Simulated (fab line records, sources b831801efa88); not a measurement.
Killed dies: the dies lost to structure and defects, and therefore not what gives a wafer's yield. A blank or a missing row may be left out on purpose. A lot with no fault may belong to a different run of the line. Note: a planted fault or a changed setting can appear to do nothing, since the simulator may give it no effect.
2 desks, one fault | flow gf180mcu | only its own numbers are on each desk; what lay behind them is given at the end

## THE METROLOGY DESK
Lot by lot, what the gauges showed, no matter which tool ran the lot: averages of those sampled wafers that carry a number. The brackets show how far a lot's mean lies from the usual mean; more than 4 standard deviations puts the lot out of limits, marked OUT.
Columns: A = V4_CVD_02_THK at GF_V4_THK_MEAS_03, usual 850 nm; B = V4_BOW at GF_V4_BOW_MEAS_05, usual 135 um; C = V4_OVL at GF_V4_OVL_MEAS_15, usual 2 nm
lot  | first seen here | A              | B   | C
L475 | day 23 09:56    | 838            | 120 | 8
L479 | day 25 07:34    | 845            | 144 | -3
L480 | day 25 11:25    | 864            | 144 | 9
L482 | day 26 04:10    | 859            | 137 | 2
L484 | day 26 17:55    | 864            | 134 | 2
L487 | day 27 18:54    | 570 (-20) OUT  | 124 | -2
L489 | day 28 05:56    | 714 (-9.7) OUT | 137 | 0
L490 | day 28 13:49    | 857            | 123 | -1
L494 | day 30 00:54    | 842            | 141 | 4
L496 | day 30 11:06    | 870            | 126 | -0
L497 | day 30 14:05    | 847            | 142 | 5
L498 | day 31 00:11    | 837            | 138 | 1
This desk reports L487, L489 out of limits; the earliest was L487 at day 27 18:54 (V4_CVD_02_THK at GF_V4_THK_MEAS_03). L475, L479, L480, L482, L484, L490, L494, L496, L497, L498 stayed within limits.

## THE TOOL OWNER'S DESK: pecvd-02
The tool's own readings at GF_V4_CVD_02 (deposits SiO2 from TEOS, target thk 850 nm, time 94.851 s): means of the sampled wafers that have a number, for each lot that ran on this tool. The brackets show how far a lot's mean lies from the usual mean; more than 4 standard deviations puts the lot out of limits, marked OUT.
Columns: A = heater power w at GF_V4_CVD_02, usual 714 W
lot  | first seen here | A
L475 | day 23 09:52    | 795
L479 | day 25 07:29    | 817
L480 | day 25 11:21    | 765
L482 | day 26 04:04    | 717
L484 | day 26 17:49    | 720
L487 | day 27 18:50    | 743
L489 | day 28 05:52    | 742
L496 | day 30 11:01    | 750
Result from this desk: across the 8 lots, nothing is out of limits.

## ALL TOGETHER
L487, L489 would have let the metrology desk raise an alarm at day 27 18:54.
The tool owner's desk saw nothing out of limits.
On record at the tool owner's desk: L487, L489, within its limits.
All the named lots went through GF_V4_CVD_02 on pecvd-02.

## WHAT THE SIMULATOR HAD INSERTED
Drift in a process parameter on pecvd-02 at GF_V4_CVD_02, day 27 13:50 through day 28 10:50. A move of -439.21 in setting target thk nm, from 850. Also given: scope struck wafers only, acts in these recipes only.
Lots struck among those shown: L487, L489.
Hours from the fault's start to each desk's first reading out of limits: the metrology desk, 5.
